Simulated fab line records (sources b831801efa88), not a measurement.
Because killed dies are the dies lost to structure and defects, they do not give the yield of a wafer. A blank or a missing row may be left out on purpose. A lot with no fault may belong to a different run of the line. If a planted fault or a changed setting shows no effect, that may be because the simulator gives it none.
fab line records || flow sky130
record {"lots": 7, "wafers": 21, "last-day": 51}
route steps=708 shown VT_ADJUST_HVTR@137 VT_ADJUST_PCH@143
lots untouched by any fault: they come from a run of this same line in which no faults occurred
start-h: hours from the record's opening day to when the first of the lot's shown wafers began || wait-h: hours elapsed since this lot's preceding step || " unchanged from the row above || L1.1+2: a single row standing in for several wafers || - either no value or no given start || * or withheld: withheld || < > ~ a bound
route shown NAME@n: NAME is a module with steps in the file, n the number in the route of the first one || usual: mean and standard deviation over wafers with no fault || same: alike in all rows || chamber/n: place in a boat || sites: per-site readings || _std_site: the values' standard deviation || _edge_site: mean of outer sites minus mean of inner sites || radius-mm: for every site, how far away it sits from the centre of the wafer || mask NAME#n: copy n || behind: the tool/chamber that last shaped the wafer || hold: cause of the lot's hold/its duration in hours/its outcome || device: the transistor (n, p or np) that didn't switch || end of line: the tests these same wafers got at the end of their route || where a step has no rows: the recipe by itself || killed: not the wafer's yield, but the dies lost to structure and defects at the first sort || map: shows each die of a wafer: x if killed, . if not, _ if none is there
set.NAME: the setting the step ran with; set.NAME@STEP: the setting that earlier step ran with || model.NAME: the simulator's own value behind a step, which no gauge read
a table for each step, a row for each wafer; lots at some steps of the route
services: the hour from which a tool's chamber was out of use, counted from the record's first day as start-h (under 0 if before that day), plus the number of hours and why
## steps
# step SKY_VT_ADJUST_HVTR_DEVELOP_06
# recipe {"develop-time-s": 60, "dev-temp-c": 23}
# step SKY_VT_ADJUST_HVTR_CD_MEAS_07
# recipe {"target-cd-nm": 380}
# usual {"cd-nm": "380.4/2.7"}
{"lot.wafer": "L935.1", "tool": "cd-sem-02", "chamber": "-", "start-h": 237.89, "wait-h": 0.1, "cd-nm": 378.4}
{"lot.wafer": "L935.2", "tool": "cd-sem-02", "chamber": "-", "start-h": 237.89, "wait-h": 0.1, "cd-nm": 379.2}
{"lot.wafer": "L935.3", "tool": "cd-sem-02", "chamber": "-", "start-h": 237.89, "wait-h": 0.1, "cd-nm": 379.4}
{"lot.wafer": "L941.1", "tool": "cd-sem-01", "chamber": "-", "start-h": 287.88, "wait-h": 0.1, "cd-nm": 377.8}
{"lot.wafer": "L941.2", "tool": "cd-sem-01", "chamber": "-", "start-h": 287.88, "wait-h": 0.1, "cd-nm": 380.7}
{"lot.wafer": "L941.3", "tool": "cd-sem-01", "chamber": "-", "start-h": 287.88, "wait-h": 0.1, "cd-nm": 377.5}
{"lot.wafer": "L942.1", "tool": "cd-sem-01", "chamber": "-", "start-h": 297.48, "wait-h": 0.1, "cd-nm": 382.9}
{"lot.wafer": "L942.3", "tool": "cd-sem-01", "chamber": "-", "start-h": 297.48, "wait-h": 0.1, "cd-nm": 384.0}
{"lot.wafer": "L942.5", "tool": "cd-sem-01", "chamber": "-", "start-h": 297.48, "wait-h": 0.1, "cd-nm": 382.2}
{"lot.wafer": "L943.4", "tool": "cd-sem-02", "chamber": "-", "start-h": 297.84, "wait-h": 0.1, "cd-nm": 378.7}
{"lot.wafer": "L943.5", "tool": "cd-sem-02", "chamber": "-", "start-h": 297.84, "wait-h": 0.1, "cd-nm": 380.2}
{"lot.wafer": "L943.6", "tool": "cd-sem-02", "chamber": "-", "start-h": 297.84, "wait-h": 0.1, "cd-nm": 378.2}
{"lot.wafer": "L944.1", "tool": "cd-sem-02", "chamber": "-", "start-h": 300.98, "wait-h": 0.1, "cd-nm": 380.4}
{"lot.wafer": "L944.3", "tool": "cd-sem-02", "chamber": "-", "start-h": 300.98, "wait-h": 0.1, "cd-nm": 380.6}
{"lot.wafer": "L944.4", "tool": "cd-sem-02", "chamber": "-", "start-h": 300.98, "wait-h": 0.1, "cd-nm": 382.8}
{"lot.wafer": "L946.2", "tool": "cd-sem-02", "chamber": "-", "start-h": 316.85, "wait-h": 0.1, "cd-nm": 376.1}
{"lot.wafer": "L946.3", "tool": "cd-sem-02", "chamber": "-", "start-h": 316.85, "wait-h": 0.1, "cd-nm": 377.4}
{"lot.wafer": "L946.6", "tool": "cd-sem-02", "chamber": "-", "start-h": 316.85, "wait-h": 0.1, "cd-nm": 377.0}
{"lot.wafer": "L950.3", "tool": "cd-sem-02", "chamber": "-", "start-h": 342.53, "wait-h": 0.1, "cd-nm": 377.9}
{"lot.wafer": "L950.4", "tool": "cd-sem-02", "chamber": "-", "start-h": 342.53, "wait-h": 0.1, "cd-nm": 378.4}
{"lot.wafer": "L950.5", "tool": "cd-sem-02", "chamber": "-", "start-h": 342.53, "wait-h": 0.1, "cd-nm": 379.9}
# step SKY_VT_ADJUST_HVTR_OVL_MEAS_08
# usual {"VT_ADJUST_HVTR_OVL": "-0.3/1.4"}
{"lot.wafer": "L935.1", "tool": "overlay-01", "chamber": "-", "start-h": 238.01, "wait-h": 0.1, "VT_ADJUST_HVTR_OVL[nm]": 0.0}
{"lot.wafer": "L935.2", "tool": "overlay-01", "chamber": "-", "start-h": 238.01, "wait-h": 0.1, "VT_ADJUST_HVTR_OVL[nm]": 0.7}
{"lot.wafer": "L935.3", "tool": "overlay-01", "chamber": "-", "start-h": 238.01, "wait-h": 0.1, "VT_ADJUST_HVTR_OVL[nm]": 0.5}
{"lot.wafer": "L941.1", "tool": "overlay-02", "chamber": "-", "start-h": 288.00, "wait-h": 0.1, "VT_ADJUST_HVTR_OVL[nm]": -1.2}
{"lot.wafer": "L941.2", "tool": "overlay-02", "chamber": "-", "start-h": 288.00, "wait-h": 0.1, "VT_ADJUST_HVTR_OVL[nm]": -3.6}
{"lot.wafer": "L941.3", "tool": "overlay-02", "chamber": "-", "start-h": 288.00, "wait-h": 0.1, "VT_ADJUST_HVTR_OVL[nm]": -2.9}
{"lot.wafer": "L942.1", "tool": "overlay-02", "chamber": "-", "start-h": 297.60, "wait-h": 0.1, "VT_ADJUST_HVTR_OVL[nm]": 2.9}
{"lot.wafer": "L942.3", "tool": "overlay-02", "chamber": "-", "start-h": 297.60, "wait-h": 0.1, "VT_ADJUST_HVTR_OVL[nm]": 0.8}
{"lot.wafer": "L942.5", "tool": "overlay-02", "chamber": "-", "start-h": 297.60, "wait-h": 0.1, "VT_ADJUST_HVTR_OVL[nm]": -0.4}
{"lot.wafer": "L943.4", "tool": "overlay-02", "chamber": "-", "start-h": 297.92, "wait-h": 0.1, "VT_ADJUST_HVTR_OVL[nm]": 0.1}
{"lot.wafer": "L943.5", "tool": "overlay-02", "chamber": "-", "start-h": 297.92, "wait-h": 0.1, "VT_ADJUST_HVTR_OVL[nm]": -0.9}
{"lot.wafer": "L943.6", "tool": "overlay-02", "chamber": "-", "start-h": 297.92, "wait-h": 0.1, "VT_ADJUST_HVTR_OVL[nm]": -1.5}
{"lot.wafer": "L944.1", "tool": "overlay-02", "chamber": "-", "start-h": 301.10, "wait-h": 0.1, "VT_ADJUST_HVTR_OVL[nm]": 2.5}
{"lot.wafer": "L944.3", "tool": "overlay-02", "chamber": "-", "start-h": 301.10, "wait-h": 0.1, "VT_ADJUST_HVTR_OVL[nm]": 2.4}
{"lot.wafer": "L944.4", "tool": "overlay-02", "chamber": "-", "start-h": 301.10, "wait-h": 0.1, "VT_ADJUST_HVTR_OVL[nm]": 2.9}
{"lot.wafer": "L946.2", "tool": "overlay-01", "chamber": "-", "start-h": 316.96, "wait-h": 0.1, "VT_ADJUST_HVTR_OVL[nm]": 0.1}
{"lot.wafer": "L946.3", "tool": "overlay-01", "chamber": "-", "start-h": 316.96, "wait-h": 0.1, "VT_ADJUST_HVTR_OVL[nm]": -0.5}
{"lot.wafer": "L946.6", "tool": "overlay-01", "chamber": "-", "start-h": 316.96, "wait-h": 0.1, "VT_ADJUST_HVTR_OVL[nm]": -0.8}
{"lot.wafer": "L950.3", "tool": "overlay-02", "chamber": "-", "start-h": 342.62, "wait-h": 0.1, "VT_ADJUST_HVTR_OVL[nm]": -0.1}
{"lot.wafer": "L950.4", "tool": "overlay-02", "chamber": "-", "start-h": 342.62, "wait-h": 0.1, "VT_ADJUST_HVTR_OVL[nm]": -1.0}
{"lot.wafer": "L950.5", "tool": "overlay-02", "chamber": "-", "start-h": 342.62, "wait-h": 0.1, "VT_ADJUST_HVTR_OVL[nm]": 0.0}
# step SKY_VT_ADJUST_HVTR_IMPLANT_09
# recipe {"species": "B", "energy-kev": 10, "dose-cm2": 2.1e+12, "tilt-deg": "withheld"}
# step SKY_VT_ADJUST_HVTR_STRIP_10
# recipe {"chemistry": "O2/N2", "power-w": 1400, "pressure-mtorr": 1500, "platen-temp-c": "withheld", "o2-flow-sccm": 3000, "n2-flow-sccm": 300, "overash-fraction": 0.5}
# usual {"drypump-motor-current-A": "5.5/0.44", "oes-product-au": "0.715/0.0042", "strip-time-to-endpoint-s": "14.18/0.047"}
{"lot.wafer": "L935.1", "tool": "plasma-asher-01", "chamber": 1, "start-h": 238.19, "wait-h": 0.1, "drypump-motor-current-A": 6.0, "oes-product-au": 0.720, "rf-hours-counter-h": 11, "strip-time-to-endpoint-s": 14.14}
{"lot.wafer": "L935.2", "tool": "plasma-asher-01", "chamber": 0, "start-h": 238.19, "wait-h": 0.1, "drypump-motor-current-A": 4.7, "oes-product-au": 0.708, "rf-hours-counter-h": 11, "strip-time-to-endpoint-s": 14.16}
{"lot.wafer": "L935.3", "tool": "plasma-asher-01", "chamber": 1, "start-h": 238.19, "wait-h": 0.1, "drypump-motor-current-A": 5.9, "oes-product-au": 0.712, "rf-hours-counter-h": "-", "strip-time-to-endpoint-s": 14.15}
{"lot.wafer": "L941.1", "tool": "plasma-asher-01", "chamber": 1, "start-h": 288.19, "wait-h": 0.1, "drypump-motor-current-A": 5.9, "oes-product-au": 0.714, "rf-hours-counter-h": 16, "strip-time-to-endpoint-s": 14.21}
{"lot.wafer": "L941.2", "tool": "plasma-asher-01", "chamber": 0, "start-h": 288.19, "wait-h": 0.1, "drypump-motor-current-A": 4.7, "oes-product-au": 0.706, "rf-hours-counter-h": 16, "strip-time-to-endpoint-s": 14.24}
{"lot.wafer": "L941.3", "tool": "plasma-asher-01", "chamber": 1, "start-h": 288.19, "wait-h": 0.1, "drypump-motor-current-A": 6.0, "oes-product-au": 0.714, "rf-hours-counter-h": "-", "strip-time-to-endpoint-s": 14.24}
{"lot.wafer": "L942.1", "tool": "plasma-asher-04", "chamber": 1, "start-h": 297.79, "wait-h": 0.1, "drypump-motor-current-A": 5.6, "oes-product-au": 0.716, "rf-hours-counter-h": 59, "strip-time-to-endpoint-s": 14.24}
{"lot.wafer": "L942.3", "tool": "plasma-asher-04", "chamber": 0, "start-h": 297.79, "wait-h": 0.1, "drypump-motor-current-A": 5.8, "oes-product-au": 0.719, "rf-hours-counter-h": "-", "strip-time-to-endpoint-s": 14.18}
{"lot.wafer": "L942.5", "tool": "plasma-asher-04", "chamber": 1, "start-h": 297.79, "wait-h": 0.1, "drypump-motor-current-A": 5.6, "oes-product-au": 0.716, "rf-hours-counter-h": "-", "strip-time-to-endpoint-s": 14.22}
{"lot.wafer": "L943.4", "tool": "plasma-asher-02", "chamber": 0, "start-h": 298.12, "wait-h": 0.1, "drypump-motor-current-A": 5.6, "oes-product-au": 0.718, "rf-hours-counter-h": "-", "strip-time-to-endpoint-s": 14.13}
{"lot.wafer": "L943.5", "tool": "plasma-asher-02", "chamber": 1, "start-h": 298.12, "wait-h": 0.1, "drypump-motor-current-A": 5.3, "oes-product-au": 0.718, "rf-hours-counter-h": "-", "strip-time-to-endpoint-s": 14.14}
{"lot.wafer": "L943.6", "tool": "plasma-asher-02", "chamber": 0, "start-h": 298.12, "wait-h": 0.1, "drypump-motor-current-A": 5.6, "oes-product-au": 0.706, "rf-hours-counter-h": "-", "strip-time-to-endpoint-s": 14.12}
{"lot.wafer": "L944.1", "tool": "plasma-asher-01", "chamber": 1, "start-h": 301.29, "wait-h": 0.1, "drypump-motor-current-A": 5.9, "oes-product-au": 0.723, "rf-hours-counter-h": 18, "strip-time-to-endpoint-s": 14.16}
{"lot.wafer": "L944.3", "tool": "plasma-asher-01", "chamber": 0, "start-h": 301.29, "wait-h": 0.1, "drypump-motor-current-A": 4.7, "oes-product-au": 0.713, "rf-hours-counter-h": "-", "strip-time-to-endpoint-s": 14.19}
{"lot.wafer": "L944.4", "tool": "plasma-asher-01", "chamber": 1, "start-h": 301.29, "wait-h": 0.1, "drypump-motor-current-A": 5.9, "oes-product-au": 0.713, "rf-hours-counter-h": "-", "strip-time-to-endpoint-s": 14.19}
{"lot.wafer": "L946.2", "tool": "plasma-asher-01", "chamber": 0, "start-h": 317.14, "wait-h": 0.1, "drypump-motor-current-A": 4.8, "oes-product-au": 0.711, "rf-hours-counter-h": 20, "strip-time-to-endpoint-s": 14.14}
{"lot.wafer": "L946.3", "tool": "plasma-asher-01", "chamber": 1, "start-h": 317.14, "wait-h": 0.1, "drypump-motor-current-A": 5.9, "oes-product-au": 0.720, "rf-hours-counter-h": "-", "strip-time-to-endpoint-s": 14.13}
{"lot.wafer": "L946.6", "tool": "plasma-asher-01", "chamber": 0, "start-h": 317.14, "wait-h": 0.1, "drypump-motor-current-A": 4.7, "oes-product-au": 0.712, "rf-hours-counter-h": "-", "strip-time-to-endpoint-s": 14.14}
{"lot.wafer": "L950.3", "tool": "plasma-asher-01", "chamber": 1, "start-h": 342.83, "wait-h": 0.1, "drypump-motor-current-A": 5.9, "oes-product-au": 0.711, "rf-hours-counter-h": "-", "strip-time-to-endpoint-s": 14.19}
{"lot.wafer": "L950.4", "tool": "plasma-asher-01", "chamber": 0, "start-h": 342.83, "wait-h": 0.1, "drypump-motor-current-A": 4.7, "oes-product-au": 0.719, "rf-hours-counter-h": "-", "strip-time-to-endpoint-s": 14.21}
{"lot.wafer": "L950.5", "tool": "plasma-asher-01", "chamber": 1, "start-h": 342.83, "wait-h": 0.1, "drypump-motor-current-A": 5.9, "oes-product-au": 0.709, "rf-hours-counter-h": "-", "strip-time-to-endpoint-s": 14.19}
# step SKY_VT_ADJUST_HVTR_TW_MEAS_11
# usual {"VT_ADJUST_HVTR_TW": "210.8/2.3"}
{"lot.wafer": "L935.1", "tool": "film-metro-03", "chamber": "-", "start-h": 238.29, "wait-h": 0.1, "VT_ADJUST_HVTR_TW": 208.7}
{"lot.wafer": "L935.2", "tool": "film-metro-03", "chamber": "-", "start-h": 238.29, "wait-h": 0.1, "VT_ADJUST_HVTR_TW": 208.8}
{"lot.wafer": "L935.3", "tool": "film-metro-03", "chamber": "-", "start-h": 238.29, "wait-h": 0.1, "VT_ADJUST_HVTR_TW": 208.1}
{"lot.wafer": "L941.1", "tool": "film-metro-03", "chamber": "-", "start-h": 288.29, "wait-h": 0.1, "VT_ADJUST_HVTR_TW": 206.1}
{"lot.wafer": "L941.2", "tool": "film-metro-03", "chamber": "-", "start-h": 288.29, "wait-h": 0.1, "VT_ADJUST_HVTR_TW": 207.9}
{"lot.wafer": "L941.3", "tool": "film-metro-03", "chamber": "-", "start-h": 288.29, "wait-h": 0.1, "VT_ADJUST_HVTR_TW": 207.4}
{"lot.wafer": "L942.1", "tool": "film-metro-03", "chamber": "-", "start-h": 297.89, "wait-h": 0.1, "VT_ADJUST_HVTR_TW": 208.5}
{"lot.wafer": "L942.3", "tool": "film-metro-03", "chamber": "-", "start-h": 297.89, "wait-h": 0.1, "VT_ADJUST_HVTR_TW": 207.8}
{"lot.wafer": "L942.5", "tool": "film-metro-03", "chamber": "-", "start-h": 297.89, "wait-h": 0.1, "VT_ADJUST_HVTR_TW": 207.8}
{"lot.wafer": "L943.4", "tool": "film-metro-01", "chamber": "-", "start-h": 298.22, "wait-h": 0.1, "VT_ADJUST_HVTR_TW": 211.4}
{"lot.wafer": "L943.5", "tool": "film-metro-01", "chamber": "-", "start-h": 298.22, "wait-h": 0.1, "VT_ADJUST_HVTR_TW": 211.4}
{"lot.wafer": "L943.6", "tool": "film-metro-01", "chamber": "-", "start-h": 298.22, "wait-h": 0.1, "VT_ADJUST_HVTR_TW": 211.4}
{"lot.wafer": "L944.1", "tool": "film-metro-01", "chamber": "-", "start-h": 301.39, "wait-h": 0.1, "VT_ADJUST_HVTR_TW": 212.9}
{"lot.wafer": "L944.3", "tool": "film-metro-01", "chamber": "-", "start-h": 301.39, "wait-h": 0.1, "VT_ADJUST_HVTR_TW": 212.4}
{"lot.wafer": "L944.4", "tool": "film-metro-01", "chamber": "-", "start-h": 301.39, "wait-h": 0.1, "VT_ADJUST_HVTR_TW": 213.1}
{"lot.wafer": "L946.2", "tool": "film-metro-04", "chamber": "-", "start-h": 317.25, "wait-h": 0.1, "VT_ADJUST_HVTR_TW": 212.5}
{"lot.wafer": "L946.3", "tool": "film-metro-04", "chamber": "-", "start-h": 317.25, "wait-h": 0.1, "VT_ADJUST_HVTR_TW": 213.4}
{"lot.wafer": "L946.6", "tool": "film-metro-04", "chamber": "-", "start-h": 317.25, "wait-h": 0.1, "VT_ADJUST_HVTR_TW": 213.2}
{"lot.wafer": "L950.3", "tool": "film-metro-01", "chamber": "-", "start-h": 342.91, "wait-h": 0.1, "VT_ADJUST_HVTR_TW": 211.2}
{"lot.wafer": "L950.4", "tool": "film-metro-01", "chamber": "-", "start-h": 342.91, "wait-h": 0.1, "VT_ADJUST_HVTR_TW": 211.9}
{"lot.wafer": "L950.5", "tool": "film-metro-01", "chamber": "-", "start-h": 342.91, "wait-h": 0.1, "VT_ADJUST_HVTR_TW": 211.1}
# step SKY_VT_ADJUST_PCH_DEHYDRATE_00
# recipe {"temp-c": 200, "time-s": 60}
# step SKY_VT_ADJUST_PCH_HMDS_01
# recipe {"prime-time-s": 60, "prime-temp-c": 120}
# step SKY_VT_ADJUST_PCH_COAT_02
# recipe {"spin-rpm": 2000, "resist-thk-nm": 3000}
# step SKY_VT_ADJUST_PCH_SOFTBAKE_03
# recipe {"temp-c": 110, "time-s": "withheld"}
# step SKY_VT_ADJUST_PCH_EXPOSE_04
# recipe {"mask-id": "NWM", "na": 0.6, "source-shape": "conventional", "sigma-outer": 0.6, "polarization": "unpolarized", "target-cd-nm": 840, "dose-mj": 255}
# step SKY_VT_ADJUST_PCH_PEB_05
# recipe {"temp-c": 115, "time-s": "withheld"}
# step SKY_VT_ADJUST_PCH_DEVELOP_06
# recipe {"wall-angle-deg": 90, "developer": "TMAH", "develop-time-s": 60, "dev-temp-c": 23}
# usual {"chill-plate-temp-C": "22.97/0.12", "develop-time-s": "60/0"}
{"lot.wafer": "L935.1", "tool": "litho-track-01", "chamber": 0, "start-h": 261, "wait-h": "-", "chill-plate-temp-C": 22.82, "develop-time-s": 60}
{"lot.wafer": "L935.2", "tool": "litho-track-01", "chamber": 0, "start-h": 261, "wait-h": "-", "chill-plate-temp-C": 22.96, "develop-time-s": 60}
{"lot.wafer": "L935.3", "tool": "litho-track-01", "chamber": 0, "start-h": 261, "wait-h": "-", "chill-plate-temp-C": 22.93, "develop-time-s": 60}
{"lot.wafer": "L941.1", "tool": "litho-track-03", "chamber": "-", "start-h": 312, "wait-h": "-", "chill-plate-temp-C": "-", "develop-time-s": "-"}
{"lot.wafer": "L941.2", "tool": "litho-track-03", "chamber": "-", "start-h": 312, "wait-h": "-", "chill-plate-temp-C": "-", "develop-time-s": "-"}
{"lot.wafer": "L941.3", "tool": "litho-track-03", "chamber": "-", "start-h": 312, "wait-h": "-", "chill-plate-temp-C": "-", "develop-time-s": "-"}
{"lot.wafer": "L942.1", "tool": "litho-track-01", "chamber": "-", "start-h": 323, "wait-h": "-", "chill-plate-temp-C": "-", "develop-time-s": "-"}
{"lot.wafer": "L942.3", "tool": "litho-track-01", "chamber": "-", "start-h": 323, "wait-h": "-", "chill-plate-temp-C": "-", "develop-time-s": "-"}
{"lot.wafer": "L942.5", "tool": "litho-track-01", "chamber": "-", "start-h": 323, "wait-h": "-", "chill-plate-temp-C": "-", "develop-time-s": "-"}
{"lot.wafer": "L943.4", "tool": "litho-track-01", "chamber": "-", "start-h": 323, "wait-h": "-", "chill-plate-temp-C": "-", "develop-time-s": "-"}
{"lot.wafer": "L943.5", "tool": "litho-track-01", "chamber": "-", "start-h": 323, "wait-h": "-", "chill-plate-temp-C": "-", "develop-time-s": "-"}
{"lot.wafer": "L943.6", "tool": "litho-track-01", "chamber": "-", "start-h": 323, "wait-h": "-", "chill-plate-temp-C": "-", "develop-time-s": "-"}
{"lot.wafer": "L944.1", "tool": "litho-track-03", "chamber": 0, "start-h": 326, "wait-h": "-", "chill-plate-temp-C": 23.06, "develop-time-s": 60}
{"lot.wafer": "L944.3", "tool": "litho-track-03", "chamber": 0, "start-h": 326, "wait-h": "-", "chill-plate-temp-C": 23.00, "develop-time-s": 60}
{"lot.wafer": "L944.4", "tool": "litho-track-03", "chamber": 0, "start-h": 326, "wait-h": "-", "chill-plate-temp-C": 23.06, "develop-time-s": 60}
{"lot.wafer": "L946.2", "tool": "litho-track-03", "chamber": 0, "start-h": 343, "wait-h": "-", "chill-plate-temp-C": 23.13, "develop-time-s": 60}
{"lot.wafer": "L946.3", "tool": "litho-track-03", "chamber": 0, "start-h": 343, "wait-h": "-", "chill-plate-temp-C": 23.09, "develop-time-s": 60}
{"lot.wafer": "L946.6", "tool": "litho-track-03", "chamber": 0, "start-h": 344, "wait-h": "-", "chill-plate-temp-C": 23.06, "develop-time-s": 60}
{"lot.wafer": "L950.3", "tool": "litho-track-01", "chamber": 0, "start-h": 369, "wait-h": "-", "chill-plate-temp-C": 22.82, "develop-time-s": 60}
{"lot.wafer": "L950.4", "tool": "litho-track-01", "chamber": 0, "start-h": 369, "wait-h": "-", "chill-plate-temp-C": 23.07, "develop-time-s": 60}
{"lot.wafer": "L950.5", "tool": "litho-track-01", "chamber": 0, "start-h": 369, "wait-h": "-", "chill-plate-temp-C": 22.90, "develop-time-s": 60}
# step SKY_VT_ADJUST_PCH_OVL_MEAS_07
# usual {"VT_ADJUST_PCH_OVL": "0.2/1.6"}
{"lot.wafer": "L935.1", "tool": "overlay-01", "chamber": "-", "start-h": 261.43, "wait-h": "-", "VT_ADJUST_PCH_OVL[nm]": 3.2}
{"lot.wafer": "L935.2", "tool": "overlay-01", "chamber": "-", "start-h": 261.43, "wait-h": "-", "VT_ADJUST_PCH_OVL[nm]": 1.6}
{"lot.wafer": "L935.3", "tool": "overlay-01", "chamber": "-", "start-h": 261.43, "wait-h": "-", "VT_ADJUST_PCH_OVL[nm]": 2.6}
{"lot.wafer": "L941.1", "tool": "overlay-02", "chamber": "-", "start-h": 312.89, "wait-h": "-", "VT_ADJUST_PCH_OVL[nm]": "-"}
{"lot.wafer": "L941.2", "tool": "overlay-02", "chamber": "-", "start-h": 312.89, "wait-h": "-", "VT_ADJUST_PCH_OVL[nm]": "-"}
{"lot.wafer": "L941.3", "tool": "overlay-02", "chamber": "-", "start-h": 312.89, "wait-h": "-", "VT_ADJUST_PCH_OVL[nm]": "-"}
{"lot.wafer": "L942.1", "tool": "overlay-01", "chamber": "-", "start-h": 323.38, "wait-h": "-", "VT_ADJUST_PCH_OVL[nm]": "-"}
{"lot.wafer": "L942.3", "tool": "overlay-01", "chamber": "-", "start-h": 323.38, "wait-h": "-", "VT_ADJUST_PCH_OVL[nm]": "-"}
{"lot.wafer": "L942.5", "tool": "overlay-01", "chamber": "-", "start-h": 323.38, "wait-h": "-", "VT_ADJUST_PCH_OVL[nm]": "-"}
{"lot.wafer": "L943.4", "tool": "overlay-02", "chamber": "-", "start-h": 323.75, "wait-h": "-", "VT_ADJUST_PCH_OVL[nm]": "-"}
{"lot.wafer": "L943.5", "tool": "overlay-02", "chamber": "-", "start-h": 323.75, "wait-h": "-", "VT_ADJUST_PCH_OVL[nm]": "-"}
{"lot.wafer": "L943.6", "tool": "overlay-02", "chamber": "-", "start-h": 323.75, "wait-h": "-", "VT_ADJUST_PCH_OVL[nm]": "-"}
{"lot.wafer": "L944.1", "tool": "overlay-02", "chamber": "-", "start-h": 326.69, "wait-h": "-", "VT_ADJUST_PCH_OVL[nm]": -0.6}
{"lot.wafer": "L944.3", "tool": "overlay-02", "chamber": "-", "start-h": 326.69, "wait-h": "-", "VT_ADJUST_PCH_OVL[nm]": -1.4}
{"lot.wafer": "L944.4", "tool": "overlay-02", "chamber": "-", "start-h": 326.69, "wait-h": "-", "VT_ADJUST_PCH_OVL[nm]": -2.7}
{"lot.wafer": "L946.2", "tool": "overlay-01", "chamber": "-", "start-h": 344.09, "wait-h": "-", "VT_ADJUST_PCH_OVL[nm]": -1.7}
{"lot.wafer": "L946.3", "tool": "overlay-01", "chamber": "-", "start-h": 344.09, "wait-h": "-", "VT_ADJUST_PCH_OVL[nm]": -1.1}
{"lot.wafer": "L946.6", "tool": "overlay-01", "chamber": "-", "start-h": 344.09, "wait-h": "-", "VT_ADJUST_PCH_OVL[nm]": -0.3}
{"lot.wafer": "L950.3", "tool": "overlay-02", "chamber": "-", "start-h": 369.89, "wait-h": "-", "VT_ADJUST_PCH_OVL[nm]": 0.0}
{"lot.wafer": "L950.4", "tool": "overlay-02", "chamber": "-", "start-h": 369.89, "wait-h": "-", "VT_ADJUST_PCH_OVL[nm]": 0.6}
{"lot.wafer": "L950.5", "tool": "overlay-02", "chamber": "-", "start-h": 369.89, "wait-h": "-", "VT_ADJUST_PCH_OVL[nm]": 0.9}
## services
{"tool": "plasma-asher-04", "chamber": "-", "start-h": 247.42, "hours": 4.9, "kind": "repair"}
{"tool": "plasma-asher-01", "chamber": "-", "start-h": 271.29, "hours": 1.3, "kind": "repair"}
{"tool": "plasma-asher-01", "chamber": "-", "start-h": 297.56, "hours": 0.5, "kind": "repair"}
{"tool": "plasma-asher-04", "chamber": "-", "start-h": 363.80, "hours": 2.8, "kind": "pm"}
## key
first-sign {"step": "SKY_VT_ADJUST_PCH_DEVELOP_06", "reading": "tool-record", "direction": "missing"}
effect none on later readings
met-at SKY_VT_ADJUST_PCH_DEVELOP_06
struck-wafers L941.1,L941.2,L941.3,L942.1,L942.3,L942.5,L943.4,L943.5,L943.6
sort-left-out L941.1,L941.2,L941.3,L942.1,L942.3,L942.5,L943.4,L943.5,L943.6
tester-left-out L941,L942,L943
onset-between 261 312
fault {"kind": "skipped-step-whole", "tool": "litho-track-01,litho-track-03", "chamber": "-", "onset-h": 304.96, "steps": "SKY_VT_ADJUST_PCH_DEVELOP_06", "scope": "struck-lots-only"}
# tester-left-out: of these lots the tester's yield and bins aren't shown, on N5 and GAA mostly nor the transistor test; their killed dies are dies lost to structure and defects alone, not to doping, threshold or leakage, so they don't give the yield
# sort-left-out: the simulated sort isn't trusted on such a fault, so these wafers' sort isn't shown, and their yield isn't known
